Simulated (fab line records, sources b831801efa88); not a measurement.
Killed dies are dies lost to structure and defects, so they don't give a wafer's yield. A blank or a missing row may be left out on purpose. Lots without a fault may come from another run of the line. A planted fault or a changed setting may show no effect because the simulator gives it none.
fab line records | flow sky130
record lots=6 wafers=17 last_day=52
route steps=708 shown METAL4@635 VIA4@639 PAD_OPEN@708
lots that met no fault: from a run of the same line without faults
start_h: hours from the record's first day to the start of the lot's first wafer shown | wait_h: hours since the lot's step before | " the same as in the row above | L1.1+2: a row that stands for several wafers | - no value, or no start given | * or withheld: withheld | < > ~ a bound
route shown NAME@n: a module of which the file shows steps, and the number in the route of the first | usual: mean/standard deviation of fault-free wafers | same: alike in all rows | chamber/n: place in a boat | sites: the reading at each site | _std_site: their standard deviation | _edge_site: outer sites' mean less inner sites' | radius_mm: how far each site lies from the wafer's centre | mask NAME#n: copy n | behind: the tool/chamber that last shaped the wafer | hold: why the lot was held/for how many hours/how that ended | device: the transistor (n, p or np) that didn't switch | end of line: the same wafers' tests at the end of the route | a step without rows: its recipe alone | killed: dies lost to structure and defects at the first sort, not the wafer's yield | map: a wafer's dies, x killed, . not, _ none there
set.NAME: the setting as run; set.NAME@STEP: as run at that earlier step | model.NAME: the simulator's own value behind a step, which no gauge read
lots at some steps of the route; a table a step, a row a wafer
services: from which hour (start_h, from the record's first day; less than 0 if before it) a tool's chamber was out of use, for how many hours, and why
## steps
# step SKY_METAL4_STRIP_19
# recipe chemistry=O2/N2 power_w=1400 pressure_mtorr=1500 platen_temp_c=withheld o2_flow_sccm=3000 n2_flow_sccm=300 overash_fraction=0.5
# usual drypump_motor_current_A=5.48/0.28 oes_product_au=0.506/0.0065 strip_time_to_endpoint_s=6.60/0.12
# columns lot.wafer tool chamber start_h wait_h drypump_motor_current_A oes_product_au rf_hours_counter_h strip_time_to_endpoint_s
L821.1 plasma_asher-03 1 1043.33 0.1 5.13 0.511 115 6.66
L821.3 " 0 " " 5.45 0.506 - 6.63
L821.5 " 0 " " 5.46 0.502 - 6.65
L822.2 plasma_asher-01 0 1045.18 0.1 5.93 0.495 61 6.52
L822.6 " 1 " " 5.79 0.509 - 6.58
L823.1 plasma_asher-03 1 1052.66 0.1 5.16 0.503 116 6.72
L823.4 " 1 " " 5.14 0.509 - 6.64
L823.5 " 0 " " 5.46 0.506 - 6.66
L832.2 plasma_asher-03 1 1164.98 0.2 5.14 0.510 10 6.65
L832.4 " 1 " " 5.17 0.511 - 6.63
L832.6 " 1 " " 5.19 0.510 - 6.67
L828.2 plasma_asher-03 1 1165.98 0.2 5.14 0.504 10 6.61
L828.5 " 1 " " 5.17 0.499 - 6.55
L828.6 " 0 " " 5.46 0.497 - 6.54
L835.2 plasma_asher-03 1 1167.93 0.1 5.15 0.512 10 6.74
L835.5 " 1 " " 5.15 0.507 - 6.74
L835.6 " 0 " " 5.44 0.510 - 6.44
# step SKY_METAL4_STRIP_20
# recipe chemistry=post_etch_residue_remover time_s=1200 temp_c=72.5
# step SKY_METAL4_CLEAN_21
# recipe chemistry=IPA time_s=180 temp_c=25
# step SKY_METAL4_CLEAN_22
# recipe chemistry=O3/DIW dry=n2_spin
# step SKY_VIA4_HDPCVD_00
# recipe material=SiO2 target_thk_nm=1750 sigma_open_frac=0.3 time_s=291.7 temp_c=400 sih4_flow_sccm=60 pressure_mtorr=6
# step SKY_VIA4_THK_MEAS_01
# recipe reads=SiO2_of_VIA4_HDPCVD_00
# usual VIA4_HDPCVD_THK=1751/20
# columns lot.wafer tool chamber start_h wait_h VIA4_HDPCVD_THK[nm]
L821.1 film_metro-04 - 1044.20 0.1 1751
L821.3 " - " " 1743
L821.5 " - " " 1759
L822.2 film_metro-02 - 1046.03 0.1 1772
L822.6 " - " " 1766
L823.1 film_metro-02 - 1053.53 0.1 1732
L823.4 " - " " 1720
L823.5 " - " " 1717
L832.2 film_metro-01 - 1165.85 0.1 1736
L832.4 " - " " 1750
L832.6 " - " " 1736
L828.2 film_metro-02 - 1166.81 0.1 1753
L828.5 " - " " 1743
L828.6 " - " " 1732
L835.2 film_metro-02 - 1168.82 0.1 1723
L835.5 " - " " 1751
L835.6 " - " " 1735
# step SKY_VIA4_CMP_02
# recipe material=SiO2 down_force_psi=4 platen_rpm=60 pad_velocity_m_s=0.94248
# usual motor_current_A=12.4/0.98
# columns lot.wafer tool chamber start_h wait_h motor_current_A
L821.3 cmp-01 2 1044.38 0.2 13.1
L821.1 " 3 " " 12.7
L821.5 " 3 " " 12.3
L822.2 cmp-01 0 1046.34 0.3 13.4
L822.6 " 0 " " 13.2
L823.4 cmp-01 1 1053.66 0.1 11.5
L823.1 " 3 " " 12.1
L823.5 " 1 " " 10.7
L832.4 cmp-02 1 1166.19 0.3 11.8
L832.2 " 3 " " 13.4
L832.6 " 1 " " 12.0
L828.2 cmp-02 3 1167.39 0.6 12.8
L828.6 " 2 " " 13.4
L828.5 " 3 " " 12.1
L835.2 cmp-01 1 1169.37 0.5 10.6
L835.6 " 3 " " 12.0
L835.5 " 0 " " 13.7
# step SKY_VIA4_BOW_MEAS_03
# recipe mode=bow
# usual VIA4_BOW=80/7.9
# columns lot.wafer tool chamber start_h wait_h VIA4_BOW[um]
L821.1 film_metro-01 - 1044.68 0.2 64
L821.3 " - " " 76
L821.5 " - " " 79
L822.2 film_metro-02 - 1046.61 0.2 87
L822.6 " - " " 83
L823.1 film_metro-02 - 1053.96 0.1 71
L823.4 " - " " 76
L823.5 " - " " 74
L832.2 film_metro-01 - 1166.46 0.1 90
L832.4 " - " " 83
L832.6 " - " " 78
L828.2 film_metro-04 - 1167.66 0.2 74
L828.5 " - " " 76
L828.6 " - " " 76
L835.2 film_metro-04 - 1169.59 0.2 86
L835.5 " - " " 80
L835.6 " - " " 94
# step SKY_VIA4_DEHYDRATE_04
# recipe temp_c=200 time_s=60
# step SKY_VIA4_HMDS_05
# recipe prime_time_s=60 prime_temp_c=120
# step SKY_VIA4_COAT_06
# recipe resist=NOVOLAK spin_rpm=3000 resist_thk_nm=1140
# step SKY_VIA4_SOFTBAKE_07
# recipe temp_c=90 time_s=60 resist=NOVOLAK
# step SKY_VIA4_EXPOSE_08
# recipe mask_id=VIM4 na=0.6 source_shape=conventional sigma_outer=0.6 polarization=unpolarized target_cd_nm=800 dose_mj=132
# usual exposure_dose_mJ_cm2=132.01/0.13
# columns lot.wafer tool chamber start_h wait_h mask exposure_dose_mJ_cm2
L821.1 iline_stepper-02 0 1057.11 - VIM4#0 131.94
L821.3 " 0 " " VIM4#0 132.15
L821.5 " 0 " " VIM4#0 131.90
L822.2 iline_stepper-01 0 1058.99 - VIM4#0 132.08
L822.6 " 0 " " VIM4#0 131.99
L823.1 iline_stepper-01 0 1065.35 - VIM4#0 132.11
L823.4 " 0 " " VIM4#0 132.11
L823.5 " 0 " " VIM4#0 132.01
L832.2 iline_stepper-01 0 1174.59 - VIM4#0 131.86
L832.4 " 0 " " VIM4#0 131.71
L832.6 " 0 " " VIM4#0 131.99
L828.2 iline_stepper-01 0 1175.67 - VIM4#0 132.12
L828.5 " 0 " " VIM4#0 132.23
L828.6 " 0 " " VIM4#0 132.20
L835.2 iline_stepper-02 0 1177.79 - VIM4#0 132.17
L835.5 " 0 " " VIM4#0 131.96
L835.6 " 0 " " VIM4#0 131.87
# step SKY_VIA4_PEB_09
# recipe temp_c=withheld time_s=* resist=NOVOLAK
# step SKY_VIA4_DEVELOP_10
# recipe resist=NOVOLAK developer=TMAH develop_time_s=60 dev_temp_c=23
# step SKY_VIA4_OVL_MEAS_11
# usual VIA4_OVL=0.0/1.4
# columns lot.wafer tool chamber start_h wait_h VIA4_OVL[nm]
L821.1 overlay-01 - 1067.90 0.1 -0.6
L821.3 " - " " 0.1
L821.5 " - " " 0.4
L822.2 overlay-02 - 1070.05 0.1 -0.2
L822.6 " - " " -0.6
L823.1 overlay-01 - 1076.20 0.1 1.9
L823.4 " - " " 2.0
L823.5 " - " " 0.7
L832.2 overlay-01 - 1184.05 0.1 -1.5
L832.4 " - " " -0.8
L832.6 " - " " 0.1
L828.2 overlay-02 - 1184.70 0.1 -0.3
L828.5 " - " " 0.1
L828.6 " - " " 0.4
L835.2 overlay-02 - 1186.63 0.1 -0.6
L835.5 " - " " -1.6
L835.6 " - " " -2.5
# step SKY_VIA4_ETCH_12
# recipe target=SiO2 chemistry=C4F8/O2/Ar stop_on=TiN mask_material=NOVOLAK source_w=1500 bias_w=1200 pressure_mtorr=40 c4f8_flow_sccm=withheld O2_flow_sccm=6 Ar_flow_sccm=300 time_s=withheld target_depth_a=5800
# usual oes_product_au=0.926/0.0048
# columns lot.wafer tool chamber start_h wait_h oes_product_au model.VIA4.cd_nm
L821.1 rie_diel-03 2 1067.93 0.0 0.916 800.7
L821.3 " 0 " " 0.923 802.2
L821.5 " 2 " " 0.928 800
L822.2 rie_diel-03 0 1070.08 0.0 0.921 802
L822.6 " 1 " " 0.925 823.1
L823.1 rie_diel-01 1 1076.23 0.0 0.928 800.3
L823.4 " 3 " " 0.919 801.9
L823.5 " 3 " " 0.917 827.5
L832.2 rie_diel-01 3 1184.08 0.0 0.928 800.2
L832.4 " 1 " " 0.924 801
L832.6 " 0 " " 0.931 798.7
L828.2 rie_diel-02 0 1184.73 0.0 0.920 802.2
L828.5 " 2 " " 0.925 801
L828.6 " 1 " " 0.928 800.6
L835.2 rie_diel-03 0 1186.66 0.0 0.920 800.1
L835.5 " 2 " " 0.931 799.4
L835.6 " 1 " " 0.920 795.5
# step SKY_VIA4_STRIP_13
# recipe chemistry=O2/N2 power_w=1400 pressure_mtorr=1500 platen_temp_c=withheld o2_flow_sccm=3000 n2_flow_sccm=300 overash_fraction=0.5
# usual drypump_motor_current_A=5.69/0.24 oes_product_au=0.710/0.0041 strip_time_to_endpoint_s=12.81/0.033
# columns lot.wafer tool chamber start_h wait_h drypump_motor_current_A oes_product_au rf_hours_counter_h strip_time_to_endpoint_s
L821.1 plasma_asher-04 0 1068.00 - 5.80 0.704 98 12.85
L821.3 " 0 " " 5.79 0.715 - 12.87
L821.5 " 1 " " 5.82 0.718 - 12.81
L822.2 plasma_asher-04 1 1070.16 - 5.77 0.712 98 12.83
L822.6 " 0 " " 5.83 0.708 - 12.81
L823.1 plasma_asher-01 1 1076.31 - 5.79 0.715 65 12.79
L823.4 " 1 " " 5.76 0.712 - 12.77
L823.5 " 1 " " 5.78 0.714 - 12.83
L832.2 plasma_asher-01 1 1184.16 - 5.77 0.704 74 12.77
L832.4 " 0 " " 5.91 0.714 - 12.83
L832.6 " 0 " " 5.94 0.714 - 12.84
L828.2 plasma_asher-04 1 1184.81 - 5.79 0.714 109 12.78
L828.5 " 0 " " 5.80 0.714 - 12.79
L828.6 " 1 " " 5.81 0.716 - 12.78
L835.2 plasma_asher-03 0 1186.73 - 5.45 0.710 12 12.82
L835.5 " 0 " " 5.44 0.708 - 12.83
L835.6 " 1 " " 5.16 0.705 - 12.87
# step SKY_PAD_OPEN_PROBE_99
# usual defect_limited_yield=82.5/1.8 killed_at_M0_to_M3=45/6.3 killed_at_M4_up=2.8/1.6 killed_at_contacts=24/5.1 killed_at_front_end=14/4.4 killed_at_other=0.4/0.73 killed_dies=86/9 killed_open=47/7.8 killed_short=39/6.6 sort_bin_3_pad_short=0.8/0.42 sort_bin_5_function=10.3/1.4 sort_bin_6_memory=6.3/1.2 sort_n_pass=406/9 sort_yield_pct=82.5/1.8
# same gross_dies=492 killed_at_back_side=0 sort_bin_4_leakage[%]=0 sort_bin_8_speed[%]=0
# columns lot.wafer tool chamber start_h wait_h defect_limited_yield[%] killed_at_M0_to_M3 killed_at_M4_up killed_at_contacts killed_at_front_end killed_at_other killed_dies killed_open killed_short sort_bin_3_pad_short[%] sort_bin_5_function[%] sort_bin_6_memory[%] sort_n_pass sort_yield_pct[%] model.etest.via4_chain.rc_ohm
L821.1 prober-01 - 1139.60 0.1 84.6 43 2 19 12 0 76 40 35 0.8 8.5 6.1 416 84.6 0.7709
L821.3 prober-01 - 1139.70 0.2 84.1 40 1 25 12 0 78 39 39 0.6 10.0 5.3 414 84.1 0.8015
L821.5 prober-01 - 1139.80 0.2 78.5 56 4 30 16 0 106 66 40 0.4 13.2 7.9 386 78.5 0.7815
L822.2 prober-02 - 1140.08 0.1 85.6 37 1 20 13 0 71 34 37 0.4 8.9 5.1 421 85.6 0.7692
L822.6 prober-02 - 1140.28 0.2 84.1 42 3 25 8 0 78 40 38 1.0 9.3 5.5 414 84.1 0.753
L823.1 prober-02 - 1145.59 0.1 85.0 37 2 23 12 0 74 44 30 0.4 10.2 4.5 418 85.0 0.7737
L823.4 prober-02 - 1145.74 0.2 85.4 32 1 21 18 0 72 47 25 0.6 10.2 3.9 420 85.4 0.8307
L823.5 prober-02 - 1145.79 0.2 83.1 42 3 25 12 1 83 32 51 0.6 9.3 6.9 409 83.1 0.7819
L832.2 prober-01 - 1239.98 0.1 80.7 49 3 32 11 0 95 46 49 1.2 10.8 7.3 397 80.7 0.7864
L832.4 prober-01 - 1240.08 0.2 81.9 46 1 28 14 0 89 48 40 0.8 11.0 6.3 403 81.9 0.7899
L832.6 prober-01 - 1240.18 0.2 82.7 40 3 20 21 1 85 52 32 0.6 10.6 6.1 407 82.7 0.7812
L828.2 prober-02 - 1241.21 0.1 82.9 44 4 20 16 0 84 49 35 0.8 11.2 5.1 408 82.9 0.819
L828.5 prober-02 - 1241.36 0.2 80.7 51 3 17 24 0 95 43 52 1.0 10.8 7.5 397 80.7 0.8156
L828.6 prober-02 - 1241.41 0.2 86.4 42 1 14 10 0 67 35 32 0.4 7.1 6.1 425 86.4 0.7895
L835.2 prober-01 - 1242.71 0.1 79.9 53 0 21 24 1 99 56 43 0.4 11.2 8.5 393 79.9 0.7945
L835.5 prober-01 - 1242.86 0.2 83.5 40 4 20 17 0 81 50 31 1.0 9.8 5.7 411 83.5 0.7863
L835.6 prober-01 - 1242.91 0.2 78.3 54 1 31 21 0 107 69 38 1.2 13.2 7.3 385 78.3 0.8151
# killed by level:class
L821.1 VIA1:geometric_particle:open=9 CONTACT:geometric_particle:open=7 FIELD_ISO:geometric_particle:short=6 VIA2:geometric_particle:open=6 METAL1:geometric_particle:short=5 METAL2:geometric_particle:short=5 FIELD_ISO:geometric_particle:open=4 VIA2:geometric_particle:short=4
L821.3 CONTACT:geometric_particle:open=8 LOCAL_INTERCONNECT:geometric_particle:short=7 VIA1:geometric_particle:short=6 VIA1:geometric_particle:open=6 VIA3:geometric_particle:open=6 VIA2:geometric_particle:open=5 METAL1:geometric_particle:short=4 LI_CONTACT:geometric_particle:open=4
L821.5 CONTACT:geometric_particle:open=15 VIA1:geometric_particle:open=13 VIA2:geometric_particle:open=11 VIA3:geometric_particle:open=9 METAL1:geometric_particle:short=7 LI_CONTACT:geometric_particle:open=6 POLY_GATE:geometric_particle:open=5 METAL2:geometric_particle:short=5
L822.2 VIA1:geometric_particle:open=8 METAL1:geometric_particle:short=7 VIA1:geometric_particle:short=7 LI_CONTACT:geometric_particle:open=6 CONTACT:geometric_particle:short=5 VIA2:geometric_particle:open=5 POLY_GATE:geometric_particle:open=4 LOCAL_INTERCONNECT:geometric_particle:short=4
L822.6 CONTACT:geometric_particle:open=10 VIA1:geometric_particle:open=7 VIA1:geometric_particle:short=5 VIA2:geometric_particle:short=5 METAL2:geometric_particle:short=5 VIA3:geometric_particle:open=5 FIELD_ISO:geometric_particle:short=4 VIA2:geometric_particle:open=4
L823.1 VIA1:geometric_particle:open=10 LI_CONTACT:geometric_particle:open=9 VIA3:geometric_particle:open=8 CONTACT:geometric_particle:open=6 METAL2:geometric_particle:short=5 METAL1:geometric_particle:short=4 METAL3:geometric_particle:short=4 POLY_GATE:geometric_particle:short=3
L823.4 CONTACT:geometric_particle:open=10 VIA1:geometric_particle:open=9 VIA2:geometric_particle:open=8 CONTACT:geometric_particle:short=5 FIELD_ISO:geometric_particle:open=4 POLY_GATE:geometric_particle:open=4 POLY_GATE:geometric_particle:short=4 LI_CONTACT:geometric_particle:open=4
L823.5 CONTACT:geometric_particle:open=13 VIA3:geometric_particle:open=8 POLY_GATE:geometric_particle:short=6 METAL1:geometric_particle:short=6 VIA3:geometric_particle:short=6 METAL3:geometric_particle:short=5 LI_CONTACT:geometric_particle:open=5 METAL2:geometric_particle:short=5
L832.2 CONTACT:geometric_particle:open=10 VIA2:geometric_particle:open=9 VIA1:geometric_particle:open=9 LI_CONTACT:geometric_particle:short=8 LOCAL_INTERCONNECT:geometric_particle:short=6 METAL2:geometric_particle:short=5 VIA3:geometric_particle:short=5 VIA3:geometric_particle:open=5
L832.4 VIA1:geometric_particle:open=10 CONTACT:geometric_particle:open=9 VIA3:geometric_particle:open=9 VIA1:geometric_particle:short=7 LI_CONTACT:geometric_particle:open=7 CONTACT:geometric_particle:short=4 LOCAL_INTERCONNECT:geometric_particle:short=4 METAL1:geometric_particle:short=4
L832.6 VIA1:geometric_particle:open=13 CONTACT:geometric_particle:open=11 METAL2:geometric_particle:short=9 FIELD_ISO:geometric_particle:open=5 LI_CONTACT:geometric_particle:open=5 VIA2:geometric_particle:open=5 POLY_GATE:geometric_particle:open=4 VIA1:geometric_particle:short=4
L828.2 VIA1:geometric_particle:open=12 CONTACT:geometric_particle:open=8 CONTACT:geometric_particle:short=7 VIA2:geometric_particle:open=7 FIELD_ISO:geometric_particle:open=5 METAL2:geometric_particle:short=4 METAL1:geometric_particle:short=4 METAL2:geometric_particle:open=4
L828.5 VIA2:geometric_particle:open=10 METAL1:geometric_particle:short=8 METAL2:geometric_particle:short=8 FIELD_ISO:geometric_particle:short=7 VIA1:geometric_particle:open=7 LI_CONTACT:geometric_particle:open=4 FIELD_ISO:geometric_particle:open=4 POLY_GATE:geometric_particle:short=4
L828.6 VIA3:geometric_particle:open=9 VIA1:geometric_particle:open=8 METAL2:geometric_particle:short=7 CONTACT:geometric_particle:open=5 METAL1:geometric_particle:short=5 VIA2:geometric_particle:open=4 LI_CONTACT:geometric_particle:short=4 VIA1:geometric_particle:short=4
L835.2 VIA1:geometric_particle:open=12 VIA2:geometric_particle:open=10 FIELD_ISO:geometric_particle:short=8 CONTACT:geometric_particle:open=7 VIA1:geometric_particle:short=6 LI_CONTACT:geometric_particle:open=5 VIA3:geometric_particle:open=5 POLY_GATE:geometric_particle:open=4
L835.5 VIA1:geometric_particle:open=14 LI_CONTACT:geometric_particle:open=7 VIA2:geometric_particle:open=7 POLY_GATE:geometric_particle:open=5 CONTACT:geometric_particle:short=5 VIA3:geometric_particle:open=5 FIELD_ISO:geometric_particle:short=4 CONTACT:geometric_particle:open=4
L835.6 VIA1:geometric_particle:open=15 LI_CONTACT:geometric_particle:open=12 CONTACT:geometric_particle:open=11 FIELD_ISO:geometric_particle:open=7 VIA3:geometric_particle:open=7 VIA2:geometric_particle:open=6 POLY_GATE:geometric_particle:open=5 METAL1:geometric_particle:short=5
## services
# columns tool chamber start_h hours kind
plasma_asher-01 - 1021.66 14.6 pm
cmp-01 - 1025.01 0.5 repair
iline_stepper-02 - 1045.61 4.4 pm
rie_diel-01 1 1046.82 - clean
rie_diel-01 1 1046.82 - consumable_replace:showerhead
iline_stepper-02 - 1050.06 1.7 pm
rie_diel-03 3 1054.67 - clean
rie_diel-03 3 1054.67 32.3 scheduled_down
rie_diel-03 3 1054.67 32.3 vent_cycle
plasma_asher-03 - 1055.25 9.0 pm
plasma_asher-03 0 1055.25 9.0 vent_cycle
plasma_asher-03 1 1055.25 9.0 vent_cycle
plasma_asher-03 0 1064.25 - clean
plasma_asher-03 1 1064.25 - clean
rie_diel-01 - 1070.12 2.8 pm
cmp-02 - 1084.15 4.0 pm
rie_diel-01 2 1104.72 2.4 repair
iline_stepper-01 - 1120.19 1.7 pm
plasma_asher-01 - 1148.60 16.6 repair
cmp-02 - 1152.42 0.9 repair
cmp-02 - 1155.33 0.5 repair
cmp-01 - 1165.58 3.1 repair
rie_diel-02 3 1176.63 8.5 repair
cmp-02 - 1178.79 0.6 repair
## key
first_sign none at tools or gauges
model_effect step=SKY_VIA4_ETCH_12 value=VIA4.cd_nm without=801.3 struck=825.3
model_effect step=SKY_PAD_OPEN_PROBE_99 value=etest.via4_chain.rc_ohm without=0.8033 struck=0.7674
met_at SKY_VIA4_EXPOSE_08
struck_wafers L822.6,L823.5
fault kind=process_parameter_drift tool=iline_stepper-01 chamber=- onset_h=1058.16 steps=SKY_VIA4_EXPOSE_08 channel=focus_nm offset=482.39 shape=step end_h=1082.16 scope=struck_wafers_only
